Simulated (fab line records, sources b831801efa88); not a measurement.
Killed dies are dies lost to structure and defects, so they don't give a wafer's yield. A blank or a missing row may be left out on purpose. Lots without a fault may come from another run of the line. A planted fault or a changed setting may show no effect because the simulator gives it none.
fab line records | flow gf180mcu
record lots=5 wafers=15 last_day=34
route steps=602 shown VT_IMPLANT@131 MVSD@136 NWELL@137 LVPWELL@138 MVPSD@139 DUAL_GATE@141 POLY_GATE@157
lots that met no fault: from a run of the same line without faults
start_h: hours from the record's first day to the start of the lot's first wafer shown | wait_h: hours since the lot's step before | " the same as in the row above | L1.1+2: a row that stands for several wafers | - no value, or no start given | * or withheld: withheld | < > ~ a bound
route shown NAME@n: a module of which the file shows steps, and the number in the route of the first | usual: mean/standard deviation of fault-free wafers | same: alike in all rows | chamber/n: place in a boat | sites: the reading at each site | _std_site: their standard deviation | _edge_site: outer sites' mean less inner sites' | radius_mm: how far each site lies from the wafer's centre | mask NAME#n: copy n | behind: the tool/chamber that last shaped the wafer | hold: why the lot was held/for how many hours/how that ended | device: the transistor (n, p or np) that didn't switch | end of line: the same wafers' tests at the end of the route | a step without rows: its recipe alone | killed: dies lost to structure and defects at the first sort, not the wafer's yield | map: a wafer's dies, x killed, . not, _ none there
set.NAME: the setting as run; set.NAME@STEP: as run at that earlier step | model.NAME: the simulator's own value behind a step, which no gauge read
lots at some steps of the route; a table a step, a row a wafer
services: from which hour (start_h, from the record's first day; less than 0 if before it) a tool's chamber was out of use, for how many hours, and why
## steps
# step GF_VT_IMPLANT_IMPLANT_41
# recipe species=As energy_kev=70 dose_cm2=1.013e+12 tilt_deg=7
# columns lot.wafer tool chamber start_h wait_h
L082.1+2+6 implanter-03 0 211.67 0.0
L083.2+4+5 implanter-02 0 214.75 0.0
L085.1+3+4 implanter-03 0 229.60 0.0
L089.4+5+6 implanter-02 0 256.10 0.1
L096.1+2+4 implanter-02 0 302.02 0.0
# step GF_VT_IMPLANT_STRIP_42
# recipe chemistry=O2/N2 power_w=1400 pressure_mtorr=1500 platen_temp_c=250 o2_flow_sccm=3000 n2_flow_sccm=300 overash_fraction=0.5
# usual drypump_motor_current_A=5.9/0.53 heater_power_w=331/29 o2_flow_sccm=3000/8.7 oes_product_au=0.716/0.0047 strip_time_to_endpoint_s=12.64/0.035
# columns lot.wafer tool chamber start_h wait_h drypump_motor_current_A heater_power_w o2_flow_sccm oes_product_au rf_hours_counter_h strip_time_to_endpoint_s
L082.1 plasma_asher-01 0 211.82 0.1 5.2 353 3008 0.717 57 12.66
L082.2 " 1 " " 5.4 290 3011 0.708 57 12.67
L082.6 " 1 " " 5.4 274 3002 0.715 - 12.65
L083.2 plasma_asher-03 1 214.88 0.1 6.6 305 2993 0.713 10 12.61
L083.4 " 1 " " 6.5 307 2993 0.721 - 12.62
L083.5 " 0 " " 6.1 354 3001 0.713 - 12.63
L085.1 plasma_asher-04 0 229.75 0.1 5.5 327 2998 0.708 60 12.63
L085.3 " 1 " " 5.2 370 3009 0.721 - 12.61
L085.4 " 0 " " 5.5 318 2998 0.713 - 12.57
L089.4 plasma_asher-04 1 256.21 0.1 5.2 366 2992 0.713 - 12.71
L089.5 " 0 " " 5.5 326 2997 0.720 - 12.68
L089.6 " 1 " " 5.2 371 2999 0.710 - 12.67
L096.1 plasma_asher-01 1 302.17 0.1 5.4 282 2993 0.713 66 12.65
L096.2 " 0 " " 5.3 354 2998 0.716 66 12.61
L096.4 " 1 " " 5.3 278 2992 0.710 - 12.65
# step GF_VT_IMPLANT_TW_MEAS_43
# usual VT_IMPLANT_4_TW=688/7.4
# columns lot.wafer tool chamber start_h wait_h VT_IMPLANT_4_TW
L082.1 film_metro-02 - 211.92 0.1 681
L082.2 " - " " 683
L082.6 " - " " 685
L083.2 film_metro-03 - 214.99 0.1 693
L083.4 " - " " 690
L083.5 " - " " 685
L085.1 film_metro-02 - 229.85 0.1 678
L085.3 " - " " 682
L085.4 " - " " 682
L089.4 film_metro-01 - 256.30 0.1 694
L089.5 " - " " 694
L089.6 " - " " 696
L096.1 film_metro-02 - 302.27 0.1 680
L096.2 " - " " 681
L096.4 " - " " 680
# step GF_VT_IMPLANT_CLEAN_44
# recipe chemistry=SC1/SC2 mix=1:4:20 temp_c=70 time_s=150 dry=n2_spin
# columns lot.wafer tool chamber start_h wait_h
L082.1+2+6 wet_bench-04 2 212.06 0.1
L083.2+4+5 wet_bench-03 1 215.04 0.0
L085.1+3+4 wet_bench-03 3 229.91 0.1
L089.4+5+6 wet_bench-04 3 256.33 0.0
L096.1+2+4 wet_bench-01 2 302.33 0.1
# step GF_VT_IMPLANT_RTA_45
# recipe temp_c=1050 time_s=30 ambient=N2
# usual lamp_power_pct=34.3/2.6 wafer_temp_C_max=1056.2/1.9
# columns lot.wafer tool chamber start_h wait_h lamp_power_pct wafer_temp_C_max
L082.1 rtp_anneal-02 0 212.11 0.0 36.9 1054.4
L082.2 " 0 " " 36.8 1055.2
L082.6 " 0 " " 36.8 1053.1
L083.2 rtp_anneal-02 0 215.10 0.0 36.9 1055.1
L083.4 " 0 " " 36.8 1056.6
L083.5 " 0 " " 36.8 1055.9
L085.1 rtp_anneal-02 0 229.96 0.0 36.9 1054.0
L085.3 " 0 " " 36.9 1056.1
L085.4 " 0 " " 36.9 1053.6
L089.4 rtp_anneal-01 0 256.44 0.1 31.7 1056.9
L089.5 " 0 " " 31.7 1059.0
L089.6 " 0 " " 31.6 1058.0
L096.1 rtp_anneal-02 0 302.39 0.0 36.9 1055.4
L096.2 " 0 " " 36.9 1057.2
L096.4 " 0 " " 36.8 1054.8
# step GF_VT_IMPLANT_RS_MEAS_46
# recipe thk_meas_gauge=four-point-probe
# usual MVSD_RS=456.7/1.2
# columns lot.wafer tool chamber start_h wait_h MVSD_RS[ohm/sq]
L082.1 film_metro-01 - 212.21 0.1 458.0
L082.2 " - " " 457.2
L082.6 " - " " 457.2
L083.2 film_metro-01 - 215.21 0.1 458.3
L083.4 " - " " 457.2
L083.5 " - " " 459.6
L085.1 film_metro-01 - 230.06 0.1 457.1
L085.3 " - " " 456.5
L085.4 " - " " 457.1
L089.4 film_metro-03 - 256.55 0.1 455.9
L089.5 " - " " 456.1
L089.6 " - " " 455.8
L096.1 film_metro-04 - 302.49 0.1 458.1
L096.2 " - " " 455.7
L096.4 " - " " 456.5
# step GF_VT_IMPLANT_RS_MEAS_47
# recipe thk_meas_gauge=four-point-probe
# usual NWELL_RS=488.4/1.4
# columns lot.wafer tool chamber start_h wait_h NWELL_RS[ohm/sq]
L082.1 film_metro-01 - 212.33 0.1 488.5
L082.2 " - " " 487.9
L082.6 " - " " 487.4
L083.2 film_metro-01 - 215.33 0.1 488.4
L083.4 " - " " 489.4
L083.5 " - " " 489.1
L085.1 film_metro-01 - 230.18 0.1 487.1
L085.3 " - " " 487.7
L085.4 " - " " 488.0
L089.4 film_metro-03 - 256.67 0.1 487.9
L089.5 " - " " 488.2
L089.6 " - " " 488.4
L096.1 film_metro-04 - 302.61 0.1 489.3
L096.2 " - " " 491.3
L096.4 " - " " 489.5
# step GF_VT_IMPLANT_RS_MEAS_48
# recipe thk_meas_gauge=four-point-probe
# usual LVPWELL_RS=1197.6/2.5
# columns lot.wafer tool chamber start_h wait_h LVPWELL_RS[ohm/sq]
L082.1 film_metro-01 - 212.45 0.1 1200.5
L082.2 " - " " 1198.4
L082.6 " - " " 1200.0
L083.2 film_metro-01 - 215.45 0.1 1199.1
L083.4 " - " " 1196.7
L083.5 " - " " 1199.1
L085.1 film_metro-01 - 230.30 0.1 1200.2
L085.3 " - " " 1199.3
L085.4 " - " " 1197.5
L089.4 film_metro-03 - 256.79 0.1 1195.4
L089.5 " - " " 1194.9
L089.6 " - " " 1193.6
L096.1 film_metro-04 - 302.73 0.1 1198.1
L096.2 " - " " 1197.6
L096.4 " - " " 1194.6
# step GF_VT_IMPLANT_RS_MEAS_49
# recipe thk_meas_gauge=four-point-probe
# usual MVPSD_RS=1172.7/2.8
# columns lot.wafer tool chamber start_h wait_h MVPSD_RS[ohm/sq]
L082.1 film_metro-01 - 212.57 0.1 1179.5
L082.2 " - " " 1175.9
L082.6 " - " " 1176.9
L083.2 film_metro-01 - 215.57 0.1 1170.5
L083.4 " - " " 1174.5
L083.5 " - " " 1173.2
L085.1 film_metro-01 - 230.42 0.1 1173.9
L085.3 " - " " 1172.1
L085.4 " - " " 1174.2
L089.4 film_metro-03 - 256.91 0.1 1173.0
L089.5 " - " " 1169.4
L089.6 " - " " 1168.0
L096.1 film_metro-04 - 302.85 0.1 1172.8
L096.2 " - " " 1171.8
L096.4 " - " " 1171.5
# step GF_VT_IMPLANT_WET_ETCH_50
# recipe chemistry=dHF target_depth_nm=20 target=SiO2 temp_c=25 dilution=100:1 time_s=400
# columns lot.wafer tool chamber start_h wait_h
L082.1+2+6 wet_bench-04 0 212.69 0.1
L083.2+4+5 wet_bench-01 2 215.67 0.1
L085.1+3+4 wet_bench-01 2 230.54 0.1
L089.4+5+6 wet_bench-03 2 256.97 0.0
L096.1+2+4 wet_bench-04 3 302.97 0.1
# step GF_DUAL_GATE_CLEAN_00
# recipe chemistry=SC1/SC2 mix=1:4:20 temp_c=70 time_s=150
# columns lot.wafer tool chamber start_h wait_h
L082.1+2+6 wet_bench-03 0 212.81 0.0
L083.2+4+5 wet_bench-04 3 215.78 0.0
L085.1+3+4 wet_bench-01 0 230.66 0.0
L089.4+5+6 wet_bench-01 2 257.09 0.0
L096.1+2+4 wet_bench-03 1 303.10 0.0
# step GF_DUAL_GATE_CLEAN_01
# recipe chemistry=dHF time_s=20 dilution=100:1 dry=ipa_marangoni
# columns lot.wafer tool chamber start_h wait_h
L082.1+2+6 wet_bench-01 0 212.86 0.0
L083.2+4+5 wet_bench-03 2 215.83 0.0
L085.1+3+4 wet_bench-01 1 230.71 0.0
L089.4+5+6 wet_bench-03 2 257.15 0.0
L096.1+2+4 wet_bench-01 1 303.15 0.0
# step GF_DUAL_GATE_OXIDATION_02
# recipe temp_c=900 ambient=O2 stabilise_s=600 purge_s=300 target_thk_a=108.87 ox_time_s=1602
# usual ox_temp_c=900.0/0.33 zone_power_lower_pct=17.1/0.82
# same ox_time_s=1602
# columns lot.wafer tool chamber start_h wait_h ox_temp_c zone_power_lower_pct
L082.1 furnace-01 0 219.24 6.4 900.2 16.2
L082.2 " 0 " " 899.8 16.3
L082.6 " 0 " " 900.4 16.5
L083.2 furnace-01 0 219.24 3.4 900.0 16.2
L083.4 " 0 " " 899.8 16.4
L083.5 " 0 " " 899.9 16.6
L085.1 furnace-01 0 231.75 1.0 900.1 16.4
L085.3 " 0 " " 900.5 16.2
L085.4 " 0 " " 899.7 16.3
L089.4 furnace-01 0 257.91 0.7 900.4 16.7
L089.5 " 0 " " 900.5 16.3
L089.6 " 0 " " 900.1 16.2
L096.1 furnace-02 0 303.16 0.0 899.5 18.2
L096.2 " 0 " " 899.9 18.2
L096.4 " 0 " " 899.9 18.2
# step GF_DUAL_GATE_THK_MEAS_03
# recipe reads=SiO2_of_DUAL_GATE_OXIDATION_02
# usual DUAL_GATE_OXIDATION_00_THK=11.01/0.19
# columns lot.wafer tool chamber start_h wait_h DUAL_GATE_OXIDATION_00_THK[nm]
L082.1 film_metro-02 - 220.69 0.0 10.95
L082.2 " - " " 10.78
L082.6 " - " " 10.93
L083.2 film_metro-02 - 220.76 0.1 10.90
L083.4 " - " " 10.97
L083.5 " - " " 10.99
L085.1 film_metro-02 - 233.19 0.0 11.02
L085.3 " - " " 11.06
L085.4 " - " " 11.00
L089.4 film_metro-03 - 259.38 0.0 10.84
L089.5 " - " " 10.96
L089.6 " - " " 10.91
L096.1 film_metro-02 - 304.61 0.0 11.00
L096.2 " - " " 10.66
L096.4 " - " " 10.90
# step GF_DUAL_GATE_DEHYDRATE_04
# recipe temp_c=200 time_s=60
# columns lot.wafer tool chamber start_h wait_h
L082.1+2+6 litho_track-01 0 229.07 8.4
L083.2+4+5 litho_track-02 0 229.61 8.8
L085.1+3+4 litho_track-04 0 241.58 8.4
L089.4+5+6 litho_track-02 0 268.86 9.5
L096.1+2+4 litho_track-04 0 314.58 10.0
# step GF_DUAL_GATE_HMDS_05
# recipe prime_time_s=60 prime_temp_c=120
# columns lot.wafer tool chamber start_h wait_h
L082.1+2+6 litho_track-01 0 229.22 0.1
L083.2+4+5 litho_track-02 0 229.76 0.1
L085.1+3+4 litho_track-04 0 241.73 0.1
L089.4+5+6 litho_track-02 0 269.01 0.1
L096.1+2+4 litho_track-04 0 314.73 0.1
# step GF_DUAL_GATE_COAT_06
# recipe resist=NOVOLAK spin_rpm=3000 resist_thk_nm=1000
# columns lot.wafer tool chamber start_h wait_h
L082.1+2+6 litho_track-01 0 229.37 0.1
L083.2+4+5 litho_track-02 0 229.91 0.1
L085.1+3+4 litho_track-04 0 241.88 0.1
L089.4+5+6 litho_track-02 0 269.16 0.1
L096.1+2+4 litho_track-04 0 314.88 0.1
# step GF_DUAL_GATE_SOFTBAKE_07
# recipe temp_c=90 time_s=60 resist=NOVOLAK
# columns lot.wafer tool chamber start_h wait_h
L082.1+2+6 litho_track-01 0 229.52 0.1
L083.2+4+5 litho_track-02 0 230.06 0.1
L085.1+3+4 litho_track-04 0 242.03 0.1
L089.4+5+6 litho_track-02 0 269.31 0.1
L096.1+2+4 litho_track-04 0 315.03 0.1
# step GF_DUAL_GATE_EXPOSE_08
# recipe mask_id=Dualgate target_cd_nm=700 na=0.6 source_shape=conventional sigma_outer=0.6 dose_mj=140
# usual exposure_dose_mJ_cm2=140.02/0.13
# same na=0.6
# columns lot.wafer tool chamber start_h wait_h mask exposure_dose_mJ_cm2
L082.1 iline_stepper-02 0 - - Dualgate#0 140.00
L082.2 " 0 " " Dualgate#0 139.77
L082.6 " 0 " " Dualgate#0 139.86
L083.2 iline_stepper-01 0 - - Dualgate#0 140.09
L083.4 " 0 " " Dualgate#0 139.88
L083.5 " 0 " " Dualgate#0 140.04
L085.1 iline_stepper-02 0 - - Dualgate#0 140.14
L085.3 " 0 " " Dualgate#0 140.17
L085.4 " 0 " " Dualgate#0 140.18
L089.4 iline_stepper-01 0 - - Dualgate#0 140.29
L089.5 " 0 " " Dualgate#0 140.09
L089.6 " 0 " " Dualgate#0 140.20
L096.1 iline_stepper-01 0 - - Dualgate#0 140.26
L096.2 " 0 " " Dualgate#0 139.97
L096.4 " 0 " " Dualgate#0 140.06
# step GF_DUAL_GATE_PEB_09
# recipe temp_c=withheld time_s=* resist=NOVOLAK
# columns lot.wafer tool chamber start_h wait_h
L082.1+2+6 litho_track-01 0 - -
L083.2+4+5 litho_track-02 0 - -
L085.1+3+4 litho_track-01 0 - -
L089.4+5+6 litho_track-04 0 - -
L096.1+2+4 litho_track-04 0 - -
# step GF_DUAL_GATE_DEVELOP_10
# recipe develop_time_s=60 dev_temp_c=23
# same develop_time_s=60
# columns lot.wafer tool chamber start_h wait_h
L082.1+2+6 litho_track-01 0 237.22 0.1
L083.2+4+5 litho_track-02 0 238.51 0.1
L085.1+3+4 litho_track-01 0 251.07 0.1
L089.4+5+6 litho_track-04 0 277.91 0.1
L096.1+2+4 litho_track-04 0 325.08 0.1
# step GF_DUAL_GATE_OVL_MEAS_11
# usual DUAL_GATE_OVL=-1.4/1.5
# columns lot.wafer tool chamber start_h wait_h DUAL_GATE_OVL[nm]
L082.1 overlay-01 - 237.37 0.1 2.1
L082.2 " - " " 0.9
L082.6 " - " " 2.0
L083.2 overlay-01 - 238.65 0.1 -0.4
L083.4 " - " " -0.7
L083.5 " - " " -0.7
L085.1 overlay-02 - 251.22 0.1 -1.4
L085.3 " - " " -1.6
L085.4 " - " " 0.3
L089.4 overlay-01 - 278.00 0.1 -1.2
L089.5 " - " " -1.7
L089.6 " - " " -2.4
L096.1 overlay-02 - 325.23 0.1 -0.8
L096.2 " - " " -2.7
L096.4 " - " " -2.0
# step GF_DUAL_GATE_WET_ETCH_12
# recipe chemistry=dHF target_depth_nm=13 dry=n2_spin target=SiO2 temp_c=25 dilution=100:1 time_s=250.4
# columns lot.wafer tool chamber start_h wait_h
L082.1+2+6 wet_bench-03 0 237.40 0.0
L083.2+4+5 wet_bench-03 3 238.68 0.0
L085.1+3+4 wet_bench-04 1 251.25 0.0
L089.4+5+6 wet_bench-04 1 278.02 0.0
L096.1+2+4 wet_bench-03 1 325.27 0.0
# step GF_DUAL_GATE_STRIP_13
# recipe chemistry=O2/N2 power_w=1400 pressure_mtorr=1500 platen_temp_c=250 o2_flow_sccm=3000 n2_flow_sccm=300 overash_fraction=0.5
# usual drypump_motor_current_A=6.1/0.38 heater_power_w=319/30 o2_flow_sccm=2998/8.3 oes_product_au=0.716/0.0048 strip_time_to_endpoint_s=12.62/0.033
# columns lot.wafer tool chamber start_h wait_h drypump_motor_current_A heater_power_w o2_flow_sccm oes_product_au rf_hours_counter_h strip_time_to_endpoint_s
L082.1 plasma_asher-02 0 237.49 0.0 6.3 278 3003 0.714 43 12.62
L082.2 " 1 " " 6.2 300 3011 0.704 43 12.64
L082.6 " 1 " " 6.2 312 3007 0.721 - 12.63
L083.2 plasma_asher-03 1 238.76 0.0 6.6 307 3002 0.710 12 12.57
L083.4 " 0 " " 6.1 354 3004 0.706 - 12.56
L083.5 " 0 " " 6.1 351 3016 0.709 - 12.57
L085.1 plasma_asher-03 0 251.33 0.0 6.1 352 2992 0.717 14 12.68
L085.3 " 1 " " 6.6 306 2989 0.713 - 12.63
L085.4 " 0 " " 6.1 347 2999 0.713 - 12.69
L089.4 plasma_asher-02 1 278.13 0.0 6.2 311 2981 0.724 - 12.65
L089.5 " 0 " " 6.2 276 3002 0.707 - 12.64
L089.6 " 1 " " 6.2 308 2976 0.717 - 12.62
L096.1 plasma_asher-02 1 325.35 0.0 6.3 311 2997 0.712 52 12.65
L096.2 " 0 " " 6.2 286 3002 0.714 52 12.65
L096.4 " 0 " " 6.2 287 3004 0.713 - 12.63
# step GF_DUAL_GATE_CLEAN_14
# recipe chemistry=SC1/SC2 mix=1:4:20 temp_c=70 time_s=150 dry=n2_spin
# columns lot.wafer tool chamber start_h wait_h
L082.1+2+6 wet_bench-04 0 237.59 0.1
L083.2+4+5 wet_bench-01 1 238.86 0.1
L085.1+3+4 wet_bench-03 0 251.43 0.1
L089.4+5+6 wet_bench-03 3 278.20 0.0
L096.1+2+4 wet_bench-04 0 325.45 0.1
# step GF_DUAL_GATE_OXIDATION_15
# recipe temp_c=850 ambient=O2 stabilise_s=600 purge_s=300 target_thk_a=70.98 ox_time_s=1995
# usual ox_temp_c=850.0/0.38 zone_power_lower_pct=15.3/0.76
# same ox_time_s=1995
# columns lot.wafer tool chamber start_h wait_h ox_temp_c zone_power_lower_pct
L082.1 furnace-02 0 238.60 1.0 849.9 15.9
L082.2 " 0 " " 849.7 15.9
L082.6 " 0 " " 849.3 15.8
L083.2 furnace-01 0 240.11 1.2 849.6 14.4
L083.4 " 0 " " 849.8 14.4
L083.5 " 0 " " 850.0 14.8
L085.1 furnace-02 0 252.77 1.3 849.4 15.7
L085.3 " 0 " " 849.8 16.0
L085.4 " 0 " " 849.8 16.4
L089.4 furnace-02 0 278.41 0.2 849.8 16.3
L089.5 " 0 " " 849.7 15.8
L089.6 " 0 " " 849.4 16.1
L096.1 furnace-02 0 325.50 0.0 850.1 15.6
L096.2 " 0 " " 850.4 16.2
L096.4 " 0 " " 848.9 16.1
# step GF_POLY_GATE_CVD_00
# recipe material=poly-Si target_thk_nm=200 temp_c=620 time_s=1200 pressure_mtorr=200
# usual zone_power_lower_pct=9.0/0.38
# columns lot.wafer tool chamber start_h wait_h zone_power_lower_pct
L082.1 lpcvd-01 0 240.15 0.0 9.3
L082.2 " 0 " " 9.3
L082.6 " 0 " " 9.3
L083.2 lpcvd-02 1 241.66 0.0 9.1
L083.4 " 1 " " 9.2
L083.5 " 1 " " 9.2
L085.1 lpcvd-02 1 254.32 0.0 9.4
L085.3 " 1 " " 9.3
L085.4 " 1 " " 9.1
L089.4 lpcvd-01 0 279.97 0.0 9.2
L089.5 " 0 " " 9.2
L089.6 " 0 " " 9.1
L096.1 lpcvd-02 1 327.05 0.0 9.3
L096.2 " 1 " " 9.4
L096.4 " 1 " " 9.3
# step GF_POLY_GATE_THK_MEAS_01
# recipe reads=poly-Si_of_POLY_GATE_CVD_00
# usual POLY_GATE_CVD_00_THK=199.2/1.7
# columns lot.wafer tool chamber start_h wait_h POLY_GATE_CVD_00_THK[nm]
L082.1 film_metro-04 - 241.49 0.0 201.3
L082.2 " - " " 200.7
L082.6 " - " " 199.0
L083.2 film_metro-01 - 243.67 0.0 195.3
L083.4 " - " " 198.0
L083.5 " - " " 198.1
L085.1 film_metro-02 - 255.65 0.0 196.4
L085.3 " - " " 196.8
L085.4 " - " " 195.7
L089.4 film_metro-02 - 281.33 0.0 198.5
L089.5 " - " " 199.1
L089.6 " - " " 198.1
L096.1 film_metro-02 - 328.38 0.0 199.7
L096.2 " - " " 199.5
L096.4 " - " " 198.8
# step GF_POLY_GATE_DEHYDRATE_02
# recipe temp_c=200 time_s=60
# columns lot.wafer tool chamber start_h wait_h
L082.1+2+6 litho_track-02 0 249.89 8.4
L083.2+4+5 litho_track-03 0 252.14 8.5
L085.1+3+4 litho_track-03 0 264.71 9.0
L089.4+5+6 litho_track-03 0 291.09 9.7
L096.1+2+4 litho_track-01 0 338.57 10.2
# step GF_POLY_GATE_HMDS_03
# recipe prime_time_s=60 prime_temp_c=120
# columns lot.wafer tool chamber start_h wait_h
L082.1+2+6 litho_track-02 0 250.04 0.1
L083.2+4+5 litho_track-03 0 252.29 0.1
L085.1+3+4 litho_track-03 0 264.86 0.1
L089.4+5+6 litho_track-03 0 291.24 0.1
L096.1+2+4 litho_track-01 0 338.72 0.1
# step GF_POLY_GATE_COAT_04
# recipe resist=BARC temp_c=withheld time_s=withheld spin_rpm=withheld resist_thk_nm=withheld
# columns lot.wafer tool chamber start_h wait_h
L082.1+2+6 litho_track-02 0 250.19 0.1
L083.2+4+5 litho_track-03 0 252.44 0.1
L085.1+3+4 litho_track-03 0 265.01 0.1
L089.4+5+6 litho_track-03 0 291.39 0.1
L096.1+2+4 litho_track-01 0 338.87 0.1
# step GF_POLY_GATE_COAT_05
# recipe resist=KrF spin_rpm=withheld resist_thk_nm=700
# columns lot.wafer tool chamber start_h wait_h
L082.1+2+6 litho_track-02 0 - -
L083.2+4+5 litho_track-03 0 - -
L085.1+3+4 litho_track-03 0 - -
L089.4+5+6 litho_track-03 0 - -
L096.1+2+4 litho_track-01 0 - -
# step GF_POLY_GATE_SOFTBAKE_06
# recipe temp_c=130 time_s=60 resist=KrF
# columns lot.wafer tool chamber start_h wait_h
L082.1+2+6 litho_track-02 0 - -
L083.2+4+5 litho_track-03 0 - -
L085.1+3+4 litho_track-03 0 - -
L089.4+5+6 litho_track-03 0 - -
L096.1+2+4 litho_track-01 0 - -
# step GF_POLY_GATE_EXPOSE_07
# recipe mask_id=Poly2 target_cd_nm=280 na=0.68 source_shape=conventional sigma_outer=0.6 dose_mj=28
# usual exposure_dose_mJ_cm2=28.00/0.032
# same na=0.68
# columns lot.wafer tool chamber start_h wait_h mask exposure_dose_mJ_cm2
L082.1 krf_scanner-01 0 - - Poly2#0 27.95
L082.2 " 0 " " Poly2#0 27.99
L082.6 " 0 " " Poly2#0 27.95
L083.2 krf_scanner-01 0 - - Poly2#0 27.99
L083.4 " 0 " " Poly2#0 28.03
L083.5 " 0 " " Poly2#0 28.03
L085.1 krf_scanner-01 0 - - Poly2#0 27.99
L085.3 " 0 " " Poly2#0 27.94
L085.4 " 0 " " Poly2#0 27.97
L089.4 krf_scanner-02 0 - - Poly2#0 27.99
L089.5 " 0 " " Poly2#0 27.96
L089.6 " 0 " " Poly2#0 27.95
L096.1 krf_scanner-01 0 - - Poly2#0 28.00
L096.2 " 0 " " Poly2#0 28.03
L096.4 " 0 " " Poly2#0 28.03
# step GF_POLY_GATE_PEB_08
# recipe peb_temp_c=135 peb_time_s=90 resist=KrF
# columns lot.wafer tool chamber start_h wait_h
L082.1+2+6 litho_track-01 0 - -
L083.2+4+5 litho_track-02 0 - -
L085.1+3+4 litho_track-01 0 - -
L089.4+5+6 litho_track-02 0 - -
L096.1+2+4 litho_track-01 0 - -
# step GF_POLY_GATE_DEVELOP_09
# recipe develop_time_s=60 resist=KrF dev_temp_c=21
# same develop_time_s=60
# columns lot.wafer tool chamber start_h wait_h
L082.1+2+6 litho_track-01 0 259.17 0.2
L083.2+4+5 litho_track-02 0 261.71 0.2
L085.1+3+4 litho_track-01 0 274.72 0.2
L089.4+5+6 litho_track-02 0 301.26 0.1
L096.1+2+4 litho_track-01 0 350.41 0.2
# step GF_POLY_GATE_CD_MEAS_10
# recipe target_cd_nm=280
# usual cd_nm=280.2/1.1
# columns lot.wafer tool chamber start_h wait_h cd_nm
L082.1 cd_sem-02 - 259.32 0.1 282.0
L082.2 " - " " 279.6
L082.6 " - " " 281.4
L083.2 cd_sem-01 - 261.86 0.1 279.5
L083.4 " - " " 278.3
L083.5 " - " " 280.5
L085.1 cd_sem-02 - 274.87 0.1 279.9
L085.3 " - " " 279.7
L085.4 " - " " 280.7
L089.4 cd_sem-02 - 301.40 0.1 280.5
L089.5 " - " " 279.8
L089.6 " - " " 281.5
L096.1 cd_sem-01 - 350.56 0.1 279.2
L096.2 " - " " 279.7
L096.4 " - " " 279.2
## services
# columns tool chamber start_h hours kind
plasma_asher-01 - 201.25 0.8 repair
krf_scanner-02 - 204.49 0.8 pm
iline_stepper-01 - 205.97 1.7 pm
iline_stepper-02 - 207.59 14.8 repair
krf_scanner-01 - 211.68 0.8 pm
furnace-02 - 220.84 4.5 pm
rtp_anneal-02 - 223.88 5.8 repair
furnace-02 - 225.37 3.5 pm
implanter-03 - 227.68 1.5 repair
lpcvd-01 - 265.71 1.1 repair
plasma_asher-01 - 266.50 6.8 repair
iline_stepper-02 - 266.74 10.3 repair
furnace-01 - 281.51 5.5 pm
wet_bench-01 - 284.09 3.2 repair
implanter-03 - 284.14 6.9 repair
iline_stepper-02 - 285.32 1.7 pm
krf_scanner-01 - 291.15 1.3 pm
iline_stepper-01 - 292.59 2.1 pm
plasma_asher-03 - 304.38 1.2 repair
iline_stepper-02 - 311.34 4.4 pm
implanter-02 - 323.18 0.5 repair
plasma_asher-01 - 333.66 14.6 pm
furnace-02 - 342.28 3.9 pm
krf_scanner-01 - 343.55 1.0 pm
## key
fault none
